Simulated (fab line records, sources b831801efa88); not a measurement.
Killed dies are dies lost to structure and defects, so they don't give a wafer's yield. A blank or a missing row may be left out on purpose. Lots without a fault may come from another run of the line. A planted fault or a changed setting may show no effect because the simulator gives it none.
fab line records | flow sky130
record lots=6 wafers=18 last_day=50
route steps=708 shown LDD_P@263 LDD_HVN@267 LDD_HVP@278 PAD_OPEN@708
lots that met no fault: from a run of the same line without faults
start_h: hours from the record's first day to the start of the lot's first wafer shown | wait_h: hours since the lot's step before | " the same as in the row above | L1.1+2: a row that stands for several wafers | - no value, or no start given | * or withheld: withheld | < > ~ a bound
route shown NAME@n: a module of which the file shows steps, and the number in the route of the first | usual: mean/standard deviation of fault-free wafers | same: alike in all rows | chamber/n: place in a boat | sites: the reading at each site | _std_site: their standard deviation | _edge_site: outer sites' mean less inner sites' | radius_mm: how far each site lies from the wafer's centre | mask NAME#n: copy n | behind: the tool/chamber that last shaped the wafer | hold: why the lot was held/for how many hours/how that ended | device: the transistor (n, p or np) that didn't switch | end of line: the same wafers' tests at the end of the route | a step without rows: its recipe alone | killed: dies lost to structure and defects at the first sort, not the wafer's yield | map: a wafer's dies, x killed, . not, _ none there
set.NAME: the setting as run; set.NAME@STEP: as run at that earlier step | model.NAME: the simulator's own value behind a step, which no gauge read
lots at some steps of the route; a table a step, a row a wafer
services: from which hour (start_h, from the record's first day; less than 0 if before it) a tool's chamber was out of use, for how many hours, and why
## steps
# step SKY_LDD_P_OVL_MEAS_08
# usual LDD_P_OVL=-0.5/1.4
# columns lot.wafer tool chamber start_h wait_h LDD_P_OVL[nm]
L258.3 overlay-01 - 460.20 0.1 2.1
L258.5 " - " " 0.7
L258.6 " - " " 0.5
L264.1 overlay-02 - 514.39 0.1 -0.6
L264.4 " - " " 0.1
L264.5 " - " " 0.0
L273.1 overlay-02 - 587.44 0.1 -1.5
L273.3 " - " " 0.1
L273.6 " - " " 0.8
L274.3 overlay-02 - 593.72 0.1 0.0
L274.5 " - " " 0.8
L274.6 " - " " -0.5
L277.4 overlay-02 - 615.30 0.1 -3.4
L277.5 " - " " -3.7
L277.6 " - " " -2.2
L279.1 overlay-01 - 632.83 0.1 0.5
L279.2 " - " " 0.1
L279.6 " - " " 1.2
# step SKY_LDD_P_IMPLANT_09
# recipe species=BF2 energy_kev=25 dose_cm2=1e+13 tilt_deg=withheld
# step SKY_LDD_P_STRIP_10
# recipe chemistry=O2/N2 power_w=1400 pressure_mtorr=1500 platen_temp_c=withheld o2_flow_sccm=3000 n2_flow_sccm=300 overash_fraction=0.5
# usual chamber_pressure_mTorr=1499.9/1.4 drypump_motor_current_A=5.7/0.49 oes_product_au=0.716/0.0047 strip_time_to_endpoint_s=14.17/0.039
# columns lot.wafer tool chamber start_h wait_h chamber_pressure_mTorr drypump_motor_current_A oes_product_au rf_hours_counter_h strip_time_to_endpoint_s
L258.3 plasma_asher-02 0 460.41 0.1 1498.3 5.4 0.710 - 14.22
L258.5 " 1 " " 1499.8 6.0 0.714 - 14.19
L258.6 " 0 " " 1498.5 5.4 0.716 - 14.21
L264.1 plasma_asher-04 0 514.57 0.1 1501.0 5.0 0.722 66 14.14
L264.4 " 1 " " 1500.6 5.7 0.713 - 14.16
L264.5 " 0 " " 1496.9 5.0 0.717 - 14.14
L273.1 plasma_asher-02 1 587.62 0.1 1499.5 6.0 0.714 92 14.10
L273.3 " 1 " " 1502.0 6.1 0.709 - 14.16
L273.6 " 1 " " 1498.1 6.0 0.718 - 14.20
L274.3 plasma_asher-02 1 593.93 0.1 1499.9 6.1 0.712 - 14.18
L274.5 " 1 " " 1500.1 6.1 0.712 - 14.20
L274.6 " 0 " " 1499.0 5.4 0.706 - 14.20
L277.4 plasma_asher-01 1 615.50 0.1 1499.6 6.5 0.717 - 14.16
L277.5 " 0 " " 1502.3 5.3 0.713 - 14.14
L277.6 " 1 " " 1503.4 6.5 0.717 - 14.21
L279.1 plasma_asher-01 1 633.02 0.1 1500.4 6.5 0.717 50 14.17
L279.2 " 0 " " 1499.8 5.3 0.712 50 14.23
L279.6 " 1 " " 1499.2 6.5 0.718 - 14.16
# step SKY_LDD_P_TW_MEAS_11
# usual LDD_P_TW=639/5
# columns lot.wafer tool chamber start_h wait_h LDD_P_TW
L258.3 film_metro-02 - 460.49 0.1 635
L258.5 " - " " 629
L258.6 " - " " 633
L264.1 film_metro-01 - 514.67 0.1 649
L264.4 " - " " 642
L264.5 " - " " 650
L273.1 film_metro-03 - 587.72 0.1 638
L273.3 " - " " 638
L273.6 " - " " 643
L274.3 film_metro-01 - 594.02 0.1 640
L274.5 " - " " 644
L274.6 " - " " 643
L277.4 film_metro-03 - 615.60 0.1 637
L277.5 " - " " 643
L277.6 " - " " 641
L279.1 film_metro-02 - 633.12 0.1 638
L279.2 " - " " 639
L279.6 " - " " 639
# step SKY_LDD_HVN_DEHYDRATE_00
# recipe temp_c=200 time_s=60
# step SKY_LDD_HVN_HMDS_01
# recipe prime_time_s=60 prime_temp_c=120
# step SKY_LDD_HVN_COAT_02
# recipe resist=NOVOLAK spin_rpm=3000 resist_thk_nm=300
# step SKY_LDD_HVN_SOFTBAKE_03
# recipe temp_c=90 time_s=60 resist=NOVOLAK
# step SKY_LDD_HVN_EXPOSE_04
# recipe mask_id=HVNTM na=0.6 source_shape=conventional sigma_outer=0.6 polarization=unpolarized target_cd_nm=700 dose_mj=127
# step SKY_LDD_HVN_PEB_05
# recipe temp_c=withheld time_s=* resist=NOVOLAK
# step SKY_LDD_HVN_DEVELOP_06
# recipe resist=NOVOLAK developer=TMAH develop_time_s=60 dev_temp_c=23
# step SKY_LDD_HVN_OVL_MEAS_07
# usual LDD_HVN_OVL=-0.3/1.6
# columns lot.wafer tool chamber start_h wait_h LDD_HVN_OVL[nm]
L258.3 overlay-02 - 491.18 0.1 -1.1
L258.5 " - " " -1.5
L258.6 " - " " -0.4
L264.1 overlay-01 - 550.66 0.1 0.5
L264.4 " - " " 0.7
L264.5 " - " " 0.2
L273.1 overlay-02 - 617.36 0.4 -1.4
L273.3 " - " " -1.8
L273.6 " - " " -2.1
L274.3 overlay-02 - 623.38 0.1 0.1
L274.5 " - " " 0.0
L274.6 " - " " -0.9
L277.4 overlay-01 - 645.47 0.1 1.5
L277.5 " - " " 2.0
L277.6 " - " " 1.8
L279.1 overlay-02 - 661.77 0.1 1.4
L279.2 " - " " 0.7
L279.6 " - " " 0.4
# step SKY_LDD_HVN_IMPLANT_08
# recipe species=P energy_kev=60 dose_cm2=2.957e+13 tilt_deg=40
# usual beam_energy_keV=60.001/0.018
# columns lot.wafer tool chamber start_h wait_h beam_energy_keV model.implant.rp_nm model.implant.drp_nm
L258.3 implanter-04 0 491.26 0.1 59.999 55.13 28.15
L258.5 " 0 " " 60.039 55.13 28.15
L258.6 " 0 " " 59.996 55.13 28.15
L264.1 implanter-03 0 550.71 0.0 60.019 53.45 28.15
L264.4 " 0 " " 60.010 53.45 28.15
L264.5 " 0 " " 59.995 53.45 28.15
L273.1 implanter-04 0 617.40 0.0 64.284 62.13 29.9
L273.3 " 0 " " 64.265 62.13 29.9
L273.6 " 0 " " 64.273 62.13 29.9
L274.3 implanter-04 0 623.45 0.1 64.273 60.49 29.9
L274.5 " 0 " " 64.268 60.49 29.9
L274.6 " 0 " " 64.274 60.49 29.9
L277.4 implanter-03 0 645.57 0.1 59.990 57.3 28.15
L277.5 " 0 " " 59.984 57.3 28.15
L277.6 " 0 " " 59.991 57.3 28.15
L279.1 implanter-03 0 661.80 0.0 59.977 55.87 28.15
L279.2 " 0 " " 59.975 55.87 28.15
L279.6 " 0 " " 59.974 55.87 28.15
# step SKY_LDD_HVN_STRIP_09
# recipe chemistry=O2/N2 power_w=1400 pressure_mtorr=1500 platen_temp_c=withheld o2_flow_sccm=3000 n2_flow_sccm=300 overash_fraction=0.5
# usual chamber_pressure_mTorr=1499.9/1.4 drypump_motor_current_A=5.7/0.47 oes_product_au=0.408/0.0041 strip_time_to_endpoint_s=4.135/0.016
# columns lot.wafer tool chamber start_h wait_h chamber_pressure_mTorr drypump_motor_current_A oes_product_au rf_hours_counter_h strip_time_to_endpoint_s
L258.3 plasma_asher-02 0 491.39 0.1 1499.8 5.4 0.405 - 4.129
L258.5 " 0 " " 1497.8 5.4 0.411 - 4.118
L258.6 " 1 " " 1501.3 6.0 0.403 - 4.123
L264.1 plasma_asher-02 0 550.86 0.1 1500.4 5.4 0.416 88 4.145
L264.4 " 0 " " 1497.9 5.4 0.406 - 4.149
L264.5 " 1 " " 1501.6 6.0 0.407 - 4.154
L273.1 plasma_asher-02 0 617.55 0.1 1501.3 5.4 0.416 95 4.168
L273.3 " 0 " " 1499.8 5.4 0.401 - 4.154
L273.6 " 1 " " 1501.1 6.1 0.406 - 4.153
L274.3 plasma_asher-01 0 623.58 0.1 1499.2 5.3 0.411 - 4.135
L274.5 " 1 " " 1497.4 6.5 0.405 - 4.124
L274.6 " 0 " " 1500.0 5.3 0.407 - 4.115
L277.4 plasma_asher-02 0 645.67 0.1 1500.3 5.4 0.407 - 4.136
L277.5 " 1 " " 1500.4 6.1 0.407 - 4.137
L277.6 " 0 " " 1499.2 5.4 0.410 - 4.130
L279.1 plasma_asher-02 1 661.95 0.1 1499.9 6.1 0.413 99 4.134
L279.2 " 0 " " 1501.0 5.4 0.411 99 4.123
L279.6 " 0 " " 1498.9 5.4 0.408 - 4.131
# step SKY_LDD_HVN_TW_MEAS_10
# usual LDD_HVN_TW=1437/7
# columns lot.wafer tool chamber start_h wait_h LDD_HVN_TW
L258.3 film_metro-04 - 491.48 0.1 1436
L258.5 " - " " 1440
L258.6 " - " " 1433
L264.1 film_metro-04 - 550.96 0.1 1435
L264.4 " - " " 1436
L264.5 " - " " 1434
L273.1 film_metro-04 - 617.65 0.1 1465
L273.3 " - " " 1464
L273.6 " - " " 1469
L274.3 film_metro-02 - 623.67 0.1 1454
L274.5 " - " " 1467
L274.6 " - " " 1459
L277.4 film_metro-02 - 645.77 0.1 1442
L277.5 " - " " 1439
L277.6 " - " " 1434
L279.1 film_metro-02 - 662.05 0.1 1431
L279.2 " - " " 1433
L279.6 " - " " 1434
# step SKY_LDD_HVP_DEHYDRATE_00
# recipe temp_c=200 time_s=60
# step SKY_PAD_OPEN_PROBE_99
# usual killed_at_M0_to_M3=42/7.2 killed_at_M4_up=3.5/1.8 killed_at_contacts=25/5.7 killed_at_front_end=16/4.6 killed_at_other=0.2/0.41 killed_dies=86/9.3 killed_on_rim=17/3.9 killed_open=47/6.3 killed_short=39/5.9
# same gross_dies=492 killed_at_back_side=0
# columns lot.wafer tool chamber start_h wait_h killed_at_M0_to_M3 killed_at_M4_up killed_at_contacts killed_at_front_end killed_at_other killed_dies killed_on_rim killed_open killed_short model.etest.tip_n_5v.rs_ohm_sq
L258.3 prober-02 - 1097.42 0.2 43 6 32 16 0 97 20 55 42 1410
L258.5 prober-02 - 1097.52 0.2 38 5 37 14 0 94 18 56 38 1411
L258.6 prober-02 - 1097.57 0.2 49 3 23 18 0 93 19 48 45 1420
L264.1 prober-01 - 1131.63 0.1 37 6 35 13 1 92 18 51 41 1429
L264.4 prober-01 - 1131.78 0.2 33 9 30 10 0 82 11 45 37 1414
L264.5 prober-01 - 1131.83 0.2 40 5 33 29 0 107 19 56 51 1433
L273.1 prober-02 - 1176.93 0.1 32 5 21 8 1 67 12 34 33 1343
L273.3 prober-02 - 1177.03 0.2 40 3 20 15 0 78 18 44 34 1345
L273.6 prober-02 - 1177.18 0.2 46 6 22 15 0 89 20 45 44 1334
L274.3 prober-01 - 1182.12 0.2 43 4 22 13 1 83 23 40 43 1356
L274.5 prober-01 - 1182.22 0.2 43 3 33 7 1 87 16 42 45 1361
L274.6 prober-01 - 1182.27 0.2 43 5 24 15 0 87 16 44 43 1362
L277.4 prober-02 - 1191.84 0.2 35 3 27 14 0 79 12 44 35 1379
L277.5 prober-02 - 1191.89 0.2 36 7 22 14 1 80 19 38 42 1381
L277.6 prober-02 - 1191.94 0.2 56 2 18 17 1 94 20 50 44 1376
L279.1 prober-02 - 1200.62 0.1 29 3 19 11 0 62 11 38 24 1403
L279.2 prober-02 - 1200.67 0.1 28 4 26 14 0 72 13 42 30 1408
L279.6 prober-02 - 1200.87 0.2 18 4 22 16 0 60 8 34 26 1400
# killed by level:class
L258.3 CONTACT:geometric_particle:open=13 VIA1:geometric_particle:open=12 LOCAL_INTERCONNECT:geometric_particle:short=7 VIA2:geometric_particle:open=7 METAL2:geometric_particle:short=6 LI_CONTACT:geometric_particle:open=5 FIELD_ISO:geometric_particle:open=5 CONTACT:geometric_particle:short=4
L258.5 CONTACT:geometric_particle:open=16 LI_CONTACT:geometric_particle:open=11 VIA1:geometric_particle:open=9 VIA2:geometric_particle:open=5 METAL1:geometric_particle:short=5 METAL2:geometric_particle:short=5 METAL4:geometric_particle:short=5 SPACER:geometric_particle:short=4
L258.6 VIA1:geometric_particle:open=16 LI_CONTACT:geometric_particle:open=9 METAL1:geometric_particle:short=7 VIA1:geometric_particle:short=7 FIELD_ISO:geometric_particle:short=5 VIA3:geometric_particle:open=5 LOCAL_INTERCONNECT:geometric_particle:short=4 CONTACT:geometric_particle:short=4
L264.1 CONTACT:geometric_particle:open=14 CONTACT:geometric_particle:short=9 VIA1:geometric_particle:open=9 LI_CONTACT:geometric_particle:open=8 METAL1:geometric_particle:short=7 VIA3:geometric_particle:open=5 VIA2:geometric_particle:open=5 FIELD_ISO:geometric_particle:short=4
L264.4 LI_CONTACT:geometric_particle:open=9 CONTACT:geometric_particle:open=9 METAL4:geometric_particle:short=8 VIA1:geometric_particle:open=7 VIA1:geometric_particle:short=6 VIA3:geometric_particle:open=6 CONTACT:geometric_particle:short=5 VIA2:geometric_particle:open=5
L264.5 CONTACT:geometric_particle:open=14 POLY_GATE:geometric_particle:short=10 VIA3:geometric_particle:open=7 VIA1:geometric_particle:open=7 FIELD_ISO:geometric_particle:open=6 FIELD_ISO:geometric_particle:short=6 POLY_GATE:geometric_particle:open=5 LI_CONTACT:geometric_particle:open=5
L273.1 VIA1:geometric_particle:open=10 CONTACT:geometric_particle:short=7 CONTACT:geometric_particle:open=5 METAL4:geometric_particle:short=5 FIELD_ISO:geometric_particle:short=4 LI_CONTACT:geometric_particle:open=4 VIA3:geometric_particle:open=4 VIA2:geometric_particle:open=3
L273.3 CONTACT:geometric_particle:open=9 VIA3:geometric_particle:open=9 METAL1:geometric_particle:short=7 VIA2:geometric_particle:open=6 LI_CONTACT:geometric_particle:open=5 FIELD_ISO:geometric_particle:open=4 VIA2:geometric_particle:short=4 VIA1:geometric_particle:open=4
L273.6 VIA2:geometric_particle:open=10 VIA3:geometric_particle:open=9 METAL2:geometric_particle:short=8 CONTACT:geometric_particle:open=8 FIELD_ISO:geometric_particle:short=6 POLY_GATE:geometric_particle:open=6 METAL4:geometric_particle:short=5 LI_CONTACT:geometric_particle:open=4
L274.3 VIA1:geometric_particle:open=10 LOCAL_INTERCONNECT:geometric_particle:short=7 VIA2:geometric_particle:short=6 FIELD_ISO:geometric_particle:short=5 LI_CONTACT:geometric_particle:open=5 VIA1:geometric_particle:short=5 VIA2:geometric_particle:open=5 LI_CONTACT:geometric_particle:short=4
L274.5 VIA1:geometric_particle:open=10 CONTACT:geometric_particle:open=9 LOCAL_INTERCONNECT:geometric_particle:short=9 METAL1:geometric_particle:short=9 LI_CONTACT:geometric_particle:open=6 METAL2:geometric_particle:short=6 VIA2:geometric_particle:open=6 CONTACT:geometric_particle:short=5
L274.6 VIA1:geometric_particle:open=10 CONTACT:geometric_particle:open=8 METAL2:geometric_particle:short=7 VIA2:geometric_particle:open=6 LI_CONTACT:geometric_particle:open=5 METAL1:geometric_particle:short=5 VIA2:geometric_particle:short=5 POLY_GATE:geometric_particle:open=4
L277.4 LI_CONTACT:geometric_particle:open=11 POLY_GATE:geometric_particle:open=8 METAL1:geometric_particle:short=7 VIA3:geometric_particle:open=7 CONTACT:geometric_particle:short=6 CONTACT:geometric_particle:open=5 VIA1:geometric_particle:short=5 LOCAL_INTERCONNECT:geometric_particle:short=5
L277.5 CONTACT:geometric_particle:open=10 VIA1:geometric_particle:open=7 METAL4:geometric_particle:short=6 METAL2:geometric_particle:short=6 LOCAL_INTERCONNECT:geometric_particle:short=5 VIA1:geometric_particle:short=5 VIA3:geometric_particle:open=4 FIELD_ISO:geometric_particle:short=3
L277.6 VIA3:geometric_particle:open=14 VIA1:geometric_particle:open=10 POLY_GATE:geometric_particle:short=7 LI_CONTACT:geometric_particle:open=7 VIA2:geometric_particle:open=7 METAL2:geometric_particle:short=6 VIA1:geometric_particle:short=6 METAL3:geometric_particle:short=4
L279.1 VIA1:geometric_particle:open=8 LI_CONTACT:geometric_particle:open=7 CONTACT:geometric_particle:open=5 VIA3:geometric_particle:open=5 FIELD_ISO:geometric_particle:open=4 POLY_GATE:geometric_particle:open=4 LI_CONTACT:geometric_particle:short=4 VIA2:geometric_particle:open=4
L279.2 VIA2:geometric_particle:open=9 LI_CONTACT:geometric_particle:open=8 CONTACT:geometric_particle:short=8 VIA1:geometric_particle:open=8 CONTACT:geometric_particle:open=7 POLY_GATE:geometric_particle:short=6 METAL1:geometric_particle:short=5 FIELD_ISO:geometric_particle:short=4
L279.6 VIA3:geometric_particle:open=7 LI_CONTACT:geometric_particle:open=6 CONTACT:geometric_particle:open=6 FIELD_ISO:geometric_particle:open=4 POLY_GATE:geometric_particle:short=4 LOCAL_INTERCONNECT:geometric_particle:short=4 METAL4:geometric_particle:short=4 LI_CONTACT:geometric_particle:short=3
## services
# columns tool chamber start_h hours kind
plasma_asher-01 - 439.25 2.6 repair
implanter-03 - 443.94 2.1 repair
implanter-04 - 475.84 3.1 pm
implanter-03 - 485.52 2.2 repair
implanter-03 - 488.03 5.3 repair
implanter-03 - 512.14 2.9 repair
plasma_asher-02 - 514.04 2.8 pm
implanter-03 - 546.38 0.9 repair
implanter-03 - 557.73 1.8 repair
implanter-03 - 573.77 2.0 repair
implanter-04 - 574.46 1.0 repair
implanter-03 - 615.42 5.5 pm
plasma_asher-02 - 620.27 6.6 repair
plasma_asher-02 - 621.19 0.5 repair
implanter-03 - 657.58 2.4 repair
## key
first_sign step=SKY_LDD_HVN_IMPLANT_08 reading=beam_energy_keV direction=up sigmas=99+ usual=* struck=*
effect step=SKY_LDD_HVN_TW_MEAS_10 reading=LDD_HVN_TW direction=up sigmas=3.6 usual=1437 struck=1463
model_effect step=SKY_LDD_HVN_IMPLANT_08 value=implant.rp_nm without=57.14 struck=61.31
model_effect step=SKY_PAD_OPEN_PROBE_99 value=etest.tip_n_5v.rs_ohm_sq without=1392 struck=1350
met_at SKY_LDD_HVN_IMPLANT_08
struck_wafers L273.1,L273.3,L273.6,L274.3,L274.5,L274.6
tester_left_out L273,L274
onset_between 491.26 617.40
fault kind=process_parameter_drift tool=implanter-04 chamber=- onset_h=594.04 steps=SKY_LDD_HVN_IMPLANT_08 channel=energy_kev offset=* shape=step end_h=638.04 acts_in=* stated=*
# tester_left_out: of these lots the tester's yield and bins aren't shown, on N5 and GAA mostly nor the transistor test; their killed dies are dies lost to structure and defects alone, not to doping, threshold or leakage, so they don't give the yield
